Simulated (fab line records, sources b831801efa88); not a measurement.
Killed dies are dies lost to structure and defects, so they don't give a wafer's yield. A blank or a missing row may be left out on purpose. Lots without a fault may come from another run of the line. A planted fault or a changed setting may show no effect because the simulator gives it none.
fab line records | flow sky130
record lots=7 wafers=21 last_day=50
route steps=708 shown CAPM@548 METAL3@555 PAD_OPEN@708
lots that met no fault: from a run of the same line without faults
start_h: hours from the record's first day to the start of the lot's first wafer shown | wait_h: hours since the lot's step before | " the same as in the row above | L1.1+2: a row that stands for several wafers | - no value, or no start given | * or withheld: withheld | < > ~ a bound
route shown NAME@n: a module of which the file shows steps, and the number in the route of the first | usual: mean/standard deviation of fault-free wafers | same: alike in all rows | chamber/n: place in a boat | sites: the reading at each site | _std_site: their standard deviation | _edge_site: outer sites' mean less inner sites' | radius_mm: how far each site lies from the wafer's centre | mask NAME#n: copy n | behind: the tool/chamber that last shaped the wafer | hold: why the lot was held/for how many hours/how that ended | device: the transistor (n, p or np) that didn't switch | end of line: the same wafers' tests at the end of the route | a step without rows: its recipe alone | killed: dies lost to structure and defects at the first sort, not the wafer's yield | map: a wafer's dies, x killed, . not, _ none there
set.NAME: the setting as run; set.NAME@STEP: as run at that earlier step | model.NAME: the simulator's own value behind a step, which no gauge read
lots at some steps of the route; a table a step, a row a wafer
services: from which hour (start_h, from the record's first day; less than 0 if before it) a tool's chamber was out of use, for how many hours, and why
## steps
# step SKY_CAPM_DEVELOP_11
# recipe resist=NOVOLAK developer=TMAH develop_time_s=60 dev_temp_c=23
# step SKY_CAPM_OVL_MEAS_12
# usual CAPM_OVL=0.5/1.5
# columns lot.wafer tool chamber start_h wait_h CAPM_OVL[nm]
L752.1 overlay-01 - 863.02 0.1 1.8
L752.3 " - " " -2.3
L752.4 " - " " -1.6
L760.3 overlay-01 - 930.58 0.1 2.1
L760.4 " - " " 1.8
L760.6 " - " " 1.1
L767.1 overlay-02 - 979.26 0.1 -0.5
L767.4 " - " " -0.7
L767.5 " - " " -1.4
L768.1 overlay-01 - 982.49 0.1 -0.2
L768.2 " - " " -0.1
L768.3 " - " " 0.0
L769.2 overlay-01 - 993.13 0.1 0.0
L769.4 " - " " 0.0
L769.5 " - " " 0.7
L775.2 overlay-02 - 1033.93 0.1 2.2
L775.3 " - " " 4.6
L775.6 " - " " 5.4
L774.1 overlay-01 - 1034.57 0.1 -2.4
L774.3 " - " " -0.9
L774.4 " - " " -0.5
# step SKY_CAPM_METAL_ETCH_13
# recipe target_depth_nm=220 stop_on=SiO2 chemistry=Cl2/BCl3 target=TiN pressure_mtorr=10 icp_w=900 bias_w=48.5 Cl2_flow_sccm=60 bcl3_flow_sccm=30 time_s=62.9
# usual bias_w=48.52/0.12 chamber_pressure_mTorr=10.001/0.0093 drypump_motor_current_A=5.9/0.47 oes_product_au=0.939/0.0078 throttle_valve_pct=21.904/0.011
# columns lot.wafer tool chamber start_h wait_h bias_w chamber_pressure_mTorr drypump_motor_current_A oes_product_au rf_hours_counter_h throttle_valve_pct
L752.1 rie_metal-03 1 863.06 0.0 48.54 10.002 6.2 0.930 3 21.918
L752.3 " 0 " " 48.44 10.005 5.5 0.937 - 21.918
L752.4 " 1 " " 48.45 10.015 6.2 0.941 - 21.914
L760.3 rie_metal-01 0 930.63 0.0 48.20 9.996 6.4 0.937 - 21.916
L760.4 " 1 " " 48.63 10.002 6.5 0.939 - 21.894
L760.6 " 1 " " 48.52 10.002 6.5 0.943 - 21.913
L767.1 rie_metal-01 0 979.30 0.0 48.48 9.991 6.3 0.932 7 21.923
L767.4 " 0 " " 48.56 9.984 6.3 0.939 - 21.903
L767.5 " 1 " " 48.47 9.999 6.5 0.931 - 21.917
L768.1 rie_metal-04 0 982.53 0.0 48.59 10.008 5.0 0.942 5 21.919
L768.2 " 1 " " 48.27 10.005 6.1 0.950 16 21.887
L768.3 " 0 " " 48.64 10.003 5.1 0.938 - 21.892
L769.2 rie_metal-03 1 993.16 0.0 48.43 10.000 6.2 0.941 9 21.900
L769.4 " 0 " " 48.52 10.013 5.5 0.940 - 21.912
L769.5 " 0 " " 48.42 10.001 5.5 0.934 - 21.918
L775.2 rie_metal-04 0 1033.96 0.0 48.36 10.002 5.0 0.936 8 21.897
L775.3 " 1 " " 48.39 9.999 6.1 0.936 - 21.896
L775.6 " 0 " " 48.57 9.986 5.0 0.930 - 21.916
L774.1 rie_metal-01 0 1034.61 0.0 48.39 9.992 6.3 0.932 11 21.890
L774.3 " 1 " " 48.68 10.022 6.5 0.937 - 21.896
L774.4 " 0 " " 48.31 9.993 6.3 0.930 - 21.915
# step SKY_CAPM_STRIP_14
# recipe chemistry=O2/N2 power_w=1400 pressure_mtorr=1500 platen_temp_c=withheld o2_flow_sccm=3000 n2_flow_sccm=300 overash_fraction=0.5
# usual chamber_pressure_mTorr=1500.2/1.5 drypump_motor_current_A=5.5/0.54 oes_product_au=0.710/0.0043 strip_time_to_endpoint_s=12.66/0.049
# columns lot.wafer tool chamber start_h wait_h chamber_pressure_mTorr drypump_motor_current_A oes_product_au rf_hours_counter_h strip_time_to_endpoint_s
L752.1 plasma_asher-04 0 863.13 0.1 1501.8 4.7 0.708 43 12.71
L752.3 " 0 " " 1500.3 4.7 0.713 - 12.59
L752.4 " 1 " " 1501.3 5.8 0.714 - 12.66
L760.3 plasma_asher-04 1 930.71 0.1 1498.5 5.8 0.710 - 12.63
L760.4 " 0 " " 1502.9 4.7 0.707 - 12.66
L760.6 " 1 " " 1502.2 5.8 0.712 - 12.66
L767.1 plasma_asher-01 1 979.38 0.1 1499.7 5.0 0.718 122 12.60
L767.4 " 0 " " 1498.5 5.6 0.711 - 12.58
L767.5 " 1 " " 1501.4 5.0 0.705 - 12.67
L768.1 plasma_asher-04 1 982.60 0.1 1499.8 5.8 0.714 54 12.72
L768.2 " 0 " " 1500.2 4.7 0.722 54 12.66
L768.3 " 0 " " 1500.7 4.7 0.712 - 12.68
L769.2 plasma_asher-04 0 993.24 0.1 1499.7 4.7 0.713 55 12.73
L769.4 " 1 " " 1499.6 5.8 0.720 - 12.70
L769.5 " 0 " " 1497.5 4.7 0.719 - 12.67
L775.2 plasma_asher-01 0 1034.04 0.1 1501.2 5.7 0.705 127 12.68
L775.3 " 0 " " 1497.9 5.7 0.711 - 12.67
L775.6 " 0 " " 1501.6 5.7 0.715 - 12.71
L774.1 plasma_asher-01 1 1034.69 0.1 1503.7 5.0 0.716 127 12.68
L774.3 " 0 " " 1501.3 5.7 0.708 - 12.72
L774.4 " 1 " " 1500.9 5.0 0.708 - 12.66
# step SKY_CAPM_STRIP_15
# recipe chemistry=post_etch_residue_remover time_s=1200 temp_c=72.5
# step SKY_CAPM_CLEAN_16
# recipe chemistry=IPA time_s=180 temp_c=25
# step SKY_CAPM_CLEAN_17
# recipe chemistry=O3/DIW dry=n2_spin
# step SKY_METAL3_DEHYDRATE_05
# recipe temp_c=200 time_s=60
# step SKY_METAL3_HMDS_06
# recipe prime_time_s=60 prime_temp_c=120
# step SKY_METAL3_COAT_07
# recipe resist=BARC temp_c=withheld time_s=withheld spin_rpm=3000 resist_thk_nm=60
# step SKY_METAL3_COAT_08
# recipe resist=KrF-thick spin_rpm=3000 resist_thk_nm=1140
# step SKY_METAL3_SOFTBAKE_09
# recipe temp_c=100 time_s=90 resist=KrF-thick
# step SKY_METAL3_EXPOSE_10
# recipe mask_id=MM3 na=0.68 source_shape=annular sigma_inner=0.4 sigma_outer=0.8 target_cd_nm=300 dose_mj=28
# usual exposure_dose_mJ_cm2=27.98/0.03
# same sigma_outer=0.8
# columns lot.wafer tool chamber start_h wait_h mask exposure_dose_mJ_cm2
L752.1 krf_scanner-02 0 876.82 - MM3#0 27.99
L752.3 " 0 " " MM3#0 27.99
L752.4 " 0 " " MM3#0 27.98
L760.3 krf_scanner-01 0 943.66 - MM3#0 28.02
L760.4 " 0 " " MM3#0 28.00
L760.6 " 0 " " MM3#0 28.00
L767.1 krf_scanner-01 0 991.67 - MM3#0 27.08
L767.4 " 0 " " MM3#0 27.07
L767.5 " 0 " " MM3#0 27.12
L768.1 krf_scanner-01 0 995.25 - MM3#0 27.08
L768.2 " 0 " " MM3#0 27.02
L768.3 " 0 " " MM3#0 27.07
L769.2 krf_scanner-01 0 1005.28 - MM3#0 27.29
L769.4 " 0 " " MM3#0 27.30
L769.5 " 0 " " MM3#0 27.27
L775.2 krf_scanner-02 0 1046.09 - MM3#0 27.98
L775.3 " 0 " " MM3#0 27.98
L775.6 " 0 " " MM3#0 28.00
L774.1 krf_scanner-02 0 1046.75 - MM3#0 27.89
L774.3 " 0 " " MM3#0 27.92
L774.4 " 0 " " MM3#0 27.94
# step SKY_METAL3_PEB_11
# recipe peb_temp_c=withheld peb_time_s=withheld resist=KrF-thick
# step SKY_METAL3_DEVELOP_12
# recipe develop_time_s=60 resist=KrF-thick dev_temp_c=21
# step SKY_METAL3_CD_MEAS_13
# recipe target_cd_nm=300
# usual cd_nm=299.6/1.5
# columns lot.wafer tool chamber start_h wait_h cd_nm
L752.1 cd_sem-02 - 889.21 - 301.1
L752.3 " - " " 298.6
L752.4 " - " " 298.6
L760.3 cd_sem-02 - 955.44 - 299.1
L760.4 " - " " 298.7
L760.6 " - " " 299.2
L767.1 cd_sem-01 - 1002.90 - 303.8
L767.4 " - " " 304.3
L767.5 " - " " 304.7
L768.1 cd_sem-02 - 1006.10 - 305.0
L768.2 " - " " 304.7
L768.3 " - " " 303.0
L769.2 cd_sem-01 - 1016.13 - 305.4
L769.4 " - " " 304.8
L769.5 " - " " 305.1
L775.2 cd_sem-01 - 1056.47 - 298.5
L775.3 " - " " 299.1
L775.6 " - " " 298.4
L774.1 cd_sem-02 - 1057.02 - 300.3
L774.3 " - " " 300.5
L774.4 " - " " 300.0
# step SKY_METAL3_OVL_MEAS_14
# usual METAL3_OVL=-4/5.4
# columns lot.wafer tool chamber start_h wait_h METAL3_OVL[nm]
L752.1 overlay-02 - 889.33 0.1 -11
L752.3 " - " " -11
L752.4 " - " " -5
L760.3 overlay-02 - 955.53 0.1 -4
L760.4 " - " " -5
L760.6 " - " " 1
L767.1 overlay-01 - 1003.02 0.1 2
L767.4 " - " " -1
L767.5 " - " " 3
L768.1 overlay-01 - 1006.22 0.1 2
L768.2 " - " " 4
L768.3 " - " " 2
L769.2 overlay-02 - 1016.24 0.1 0
L769.4 " - " " -1
L769.5 " - " " 2
L775.2 overlay-01 - 1056.58 0.1 -2
L775.3 " - " " -2
L775.6 " - " " 0
L774.1 overlay-02 - 1057.14 0.1 -7
L774.3 " - " " -10
L774.4 " - " " -5
# step SKY_METAL3_DESCUM_15
# recipe chemistry=O2 source_power_w=150 bias_power_w=0 pressure_mtorr=10 temp_c=40 time_s=8
# usual chamber_pressure_mTorr=10.000/0.016 drypump_motor_current_A=5.7/0.53 oes_product_au=0.992/0.0088
# columns lot.wafer tool chamber start_h wait_h chamber_pressure_mTorr drypump_motor_current_A oes_product_au rf_hours_counter_h model.METAL3.cd_nm
L752.1 rie_metal-02 0 889.37 0.0 10.006 5.6 0.985 14 300.8
L752.3 " 0 " " 10.003 5.6 0.975 - 298.5
L752.4 " 1 " " 10.000 5.2 0.984 - 299.3
L760.3 rie_metal-02 1 955.57 0.0 9.992 5.2 1.007 - 299.2
L760.4 " 0 " " 10.013 5.6 0.990 - 299
L760.6 " 0 " " 10.014 5.6 0.989 - 299
L767.1 rie_metal-04 0 1003.06 0.0 10.012 5.0 0.987 7 304.2
L767.4 " 0 " " 10.013 5.0 0.992 - 304.4
L767.5 " 1 " " 10.011 6.1 0.988 - 305
L768.1 rie_metal-04 1 1006.26 0.0 9.987 6.0 0.986 18 305
L768.2 " 0 " " 9.994 5.0 0.984 7 304.5
L768.3 " 1 " " 10.002 6.1 0.979 - 303.3
L769.2 rie_metal-04 0 1016.27 0.0 10.012 5.0 0.996 7 305.3
L769.4 " 0 " " 10.010 5.0 0.981 - 304.8
L769.5 " 0 " " 10.002 5.0 0.991 - 305.4
L775.2 rie_metal-02 1 1056.61 0.0 10.009 5.2 1.011 21 299
L775.3 " 0 " " 9.977 5.6 1.001 - 299.4
L775.6 " 1 " " 9.998 5.2 1.009 - 298.7
L774.1 rie_metal-02 0 1057.18 0.0 9.993 5.6 0.981 22 300
L774.3 " 0 " " 9.995 5.6 0.974 - 300.6
L774.4 " 1 " " 9.995 5.2 1.003 - 300.5
# step SKY_METAL3_ETCH_16
# recipe chemistry=N2/H2 target=BARC ion_energy_ev=200 bias_w=100 pressure_mtorr=30 n2_flow_sccm=100 h2_flow_sccm=200 icp_w=500 stop_on=SiO2 time_s=88.2 target_depth_a=600
# usual bias_w=100.05/0.27 chamber_pressure_mTorr=30.003/0.027 drypump_motor_current_A=5.7/0.53 oes_product_au=0.625/0.0049 throttle_valve_pct=13.206/0.0087
# columns lot.wafer tool chamber start_h wait_h bias_w chamber_pressure_mTorr drypump_motor_current_A oes_product_au rf_hours_counter_h throttle_valve_pct
L752.1 rie_metal-02 0 889.40 0.0 99.93 30.036 5.6 0.626 14 13.202
L752.3 " 0 " " 99.35 30.011 5.6 0.629 - 13.226
L752.4 " 1 " " 100.03 30.019 5.2 0.626 - 13.202
L760.3 rie_metal-02 1 955.62 0.0 99.85 29.963 5.2 0.624 - 13.203
L760.4 " 0 " " 99.96 30.012 5.6 0.620 - 13.190
L760.6 " 0 " " 100.02 30.008 5.6 0.629 - 13.199
L767.1 rie_metal-04 0 1003.09 0.0 100.30 30.025 5.0 0.619 7 13.206
L767.4 " 0 " " 99.94 30.019 5.0 0.621 - 13.217
L767.5 " 1 " " 100.01 30.021 6.0 0.628 - 13.213
L768.1 rie_metal-04 1 1006.29 0.0 99.87 29.982 6.1 0.621 18 13.193
L768.2 " 0 " " 99.94 29.944 5.0 0.628 7 13.201
L768.3 " 1 " " 99.99 29.987 6.1 0.623 - 13.212
L769.2 rie_metal-04 0 1016.30 0.0 100.43 30.032 5.0 0.627 7 13.204
L769.4 " 0 " " 100.52 30.004 5.0 0.623 - 13.218
L769.5 " 0 " " 100.43 30.002 5.0 0.625 - 13.212
L775.2 rie_metal-02 1 1056.64 0.0 100.08 29.995 5.2 0.619 21 13.209
L775.3 " 0 " " 99.97 29.998 5.6 0.615 - 13.213
L775.6 " 1 " " 100.11 30.031 5.2 0.620 - 13.205
L774.1 rie_metal-02 0 1057.21 0.0 99.78 30.012 5.6 0.638 22 13.200
L774.3 " 0 " " 99.94 29.967 5.6 0.632 - 13.202
L774.4 " 1 " " 100.16 29.984 5.2 0.621 - 13.206
# step SKY_METAL3_ETCH_17
# recipe target=SiO2 stop_on=TiN chemistry=C4F8/O2/Ar source_w=1500 bias_w=1200 pressure_mtorr=40 c4f8_flow_sccm=withheld O2_flow_sccm=6 Ar_flow_sccm=300 time_s=3.9 target_depth_a=150
# usual bias_w=1200/3.1 chamber_pressure_mTorr=40.01/0.032 oes_product_au=0.754/0.0066
# columns lot.wafer tool chamber start_h wait_h bias_w chamber_pressure_mTorr oes_product_au rf_hours_counter_h model.METAL3.cd_nm
L752.1 rie_diel-03 1 889.50 0.1 1197 40.07 0.746 9 301.3
L752.3 " 2 " " 1194 40.01 0.748 6 298
L752.4 " 3 " " 1199 40.06 0.752 15 298.6
L760.3 rie_diel-02 3 955.68 0.0 1200 40.01 0.750 25 297.6
L760.4 " 1 " " 1203 40.03 0.751 20 298.5
L760.6 " 3 " " 1200 40.01 0.763 - 297.8
L767.1 rie_diel-03 1 1003.19 0.1 1200 40.00 0.755 11 302.1
L767.4 " 3 " " 1197 40.01 0.746 18 301.3
L767.5 " 2 " " 1197 40.05 0.757 - 305.7
L768.1 rie_diel-02 0 1006.39 0.1 1201 40.08 0.749 29 305.1
L768.2 " 1 " " 1200 40.03 0.753 21 301.2
L768.3 " 3 " " 1199 40.01 0.760 27 304.4
L769.2 rie_diel-01 1 1016.40 0.1 1201 40.00 0.746 21 303.5
L769.4 " 2 " " 1198 40.01 0.767 16 303.2
L769.5 " 2 " " 1198 39.95 0.766 - 304.2
L775.2 rie_diel-01 2 1056.74 0.1 1202 39.93 0.755 17 299.1
L775.3 " 0 " " 1202 40.04 0.753 22 299.2
L775.6 " 0 " " 1201 40.00 0.756 - 298.5
L774.1 rie_diel-03 1 1057.31 0.1 1196 39.97 0.744 14 299.7
L774.3 " 3 " " 1200 39.95 0.758 20 300.6
L774.4 " 2 " " 1198 39.96 0.759 11 300.9
# step SKY_METAL3_METAL_ETCH_18
# recipe target_depth_a=8450 stop_on=SiO2 over_etch_frac=0.3 time_s=183.1 chemistry=Cl2/BCl3 resist_sidewall_deg=88 pressure_mtorr=10 icp_w=900 bias_w=48.5 Cl2_flow_sccm=60 bcl3_flow_sccm=30
# usual bias_w=48.51/0.13 chamber_pressure_mTorr=9.999/0.0097 drypump_motor_current_A=5.9/0.55 oes_product_au=0.866/0.0067 throttle_valve_pct=22.266/0.0091
# columns lot.wafer tool chamber start_h wait_h bias_w chamber_pressure_mTorr drypump_motor_current_A oes_product_au rf_hours_counter_h throttle_valve_pct
L752.1 rie_metal-04 1 889.52 0.0 48.53 10.019 6.1 0.855 11 22.271
L752.3 " 1 " " 48.60 9.973 6.1 0.865 - 22.235
L752.4 " 1 " " 48.71 9.993 6.1 0.864 - 22.257
L760.3 rie_metal-01 1 955.76 0.1 48.64 10.002 6.5 0.858 - 22.275
L760.4 " 0 " " 48.39 9.996 6.4 0.875 - 22.286
L760.6 " 0 " " 48.52 9.994 6.4 0.865 - 22.257
L767.1 rie_metal-01 1 1003.20 0.0 48.60 9.997 6.5 0.859 15 22.278
L767.4 " 0 " " 48.65 9.991 6.3 0.873 - 22.267
L767.5 " 0 " " 48.66 10.002 6.3 0.859 - 22.266
L768.1 rie_metal-01 0 1006.40 0.0 48.54 9.997 6.4 0.863 9 22.270
L768.2 " 1 " " 48.56 9.982 6.5 0.847 15 22.262
L768.3 " 0 " " 48.71 10.005 6.4 0.856 - 22.269
L769.2 rie_metal-02 1 1016.42 0.0 48.65 10.004 5.2 0.870 18 22.251
L769.4 " 0 " " 48.46 10.001 5.6 0.863 - 22.264
L769.5 " 0 " " 48.55 9.984 5.6 0.868 - 22.270
L775.2 rie_metal-01 1 1056.75 0.0 48.52 9.997 6.5 0.866 18 22.275
L775.3 " 1 " " 48.79 9.994 6.5 0.870 - 22.251
L775.6 " 1 " " 48.13 9.997 6.5 0.867 - 22.266
L774.1 rie_metal-01 1 1057.33 0.0 48.33 10.010 6.5 0.873 18 22.262
L774.3 " 0 " " 48.44 9.990 6.3 0.865 - 22.257
L774.4 " 1 " " 48.62 9.980 6.5 0.871 - 22.272
# step SKY_PAD_OPEN_PROBE_99
# usual defect_limited_yield=82.3/1.9 killed_at_M0_to_M3=44/6.9 killed_at_M4_up=3.0/1.5 killed_at_contacts=24/5.2 killed_at_front_end=15/4.1 killed_at_other=0.4/0.62 killed_dies=87/9.6 killed_open=47/7 killed_short=40/6.2 sort_bin_3_pad_short=0.9/0.43 sort_bin_5_function=10.5/1.4 sort_bin_6_memory=6.4/1.2 sort_n_pass=405/9.6 sort_yield_pct=82.3/1.9
# same gross_dies=492 killed_at_back_side=0 sort_bin_4_leakage[%]=0 sort_bin_8_speed[%]=0
# columns lot.wafer tool chamber start_h wait_h defect_limited_yield[%] killed_at_M0_to_M3 killed_at_M4_up killed_at_contacts killed_at_front_end killed_at_other killed_dies killed_open killed_short sort_bin_3_pad_short[%] sort_bin_5_function[%] sort_bin_6_memory[%] sort_n_pass sort_yield_pct[%]
L767.4 prober-02 - 1155.62 0.2 79.1 56 3 25 18 1 103 50 53 0.6 11.8 8.5 389 79.1
L769.4 prober-01 - 1167.06 0.2 77.8 49 5 30 25 0 109 57 52 1.0 13.2 7.9 383 77.8
# killed by level:class
L767.4 CONTACT:geometric_particle:open=8 VIA2:geometric_particle:open=8 VIA2:geometric_particle:short=8 LI_CONTACT:geometric_particle:open=7 VIA1:geometric_particle:open=7 FIELD_ISO:geometric_particle:short=6 METAL1:geometric_particle:short=6 CONTACT:geometric_particle:short=5
L769.4 VIA2:geometric_particle:open=10 CONTACT:geometric_particle:open=10 LOCAL_INTERCONNECT:geometric_particle:short=9 VIA1:geometric_particle:open=9 VIA3:geometric_particle:open=8 CONTACT:geometric_particle:short=7 FIELD_ISO:geometric_particle:open=6 POLY_GATE:geometric_particle:open=6
## services
# columns tool chamber start_h hours kind
rie_diel-03 2 865.34 3.5 repair
rie_metal-04 1 866.64 1.6 repair
plasma_asher-04 - 869.92 5.3 repair
rie_metal-04 0 887.31 3.6 repair
krf_scanner-02 - 905.59 0.7 repair
rie_diel-03 1 906.54 17.6 repair
krf_scanner-01 - 909.41 1.3 pm
krf_scanner-02 - 909.42 1.9 repair
krf_scanner-01 - 915.24 0.5 repair
rie_metal-02 - 920.07 4.3 pm
krf_scanner-01 - 924.29 2.7 repair
krf_scanner-02 - 929.71 1.3 pm
krf_scanner-02 - 943.13 0.8 pm
rie_metal-01 - 959.68 2.8 pm
krf_scanner-02 - 979.15 1.0 pm
rie_metal-02 - 986.70 15.6 pm
krf_scanner-01 - 993.58 0.8 pm
rie_metal-02 - 1002.30 1.4 pm
krf_scanner-01 - 1003.32 1.0 pm
plasma_asher-01 - 1005.56 1.4 repair
rie_diel-03 0 1008.05 2.7 repair
rie_metal-01 - 1011.82 1.4 pm
plasma_asher-01 - 1024.45 2.9 repair
rie_metal-04 - 1056.90 14.6 pm
## key
first_sign step=SKY_METAL3_EXPOSE_10 reading=exposure_dose_mJ_cm2 direction=down sigmas=28 usual=* struck=*
effect step=SKY_METAL3_CD_MEAS_13 reading=cd_nm direction=up sigmas=3.2 usual=299.6 struck=304.5 through=control_loop
model_effect step=SKY_METAL3_DESCUM_15 value=METAL3.cd_nm without=299.2 struck=304.6
model_effect step=SKY_METAL3_ETCH_17 value=METAL3.cd_nm without=298 struck=303.4
met_at SKY_METAL3_EXPOSE_10
struck_wafers L767.1,L767.4,L767.5,L768.1,L768.2,L768.3,L769.2,L769.4,L769.5
loop_trim step=SKY_METAL3_EXPOSE_10 setting=dose lots=L769
onset_between 943.66 991.67
fault kind=process_parameter_drift tool=krf_scanner-01 chamber=- onset_h=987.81 steps=SKY_METAL3_EXPOSE_10 channel=dose_mj offset=-0.89415 shape=step acts_in=these_recipes_only stated=28
# loop_trim: a control loop set the setting to another value than it would have without faults
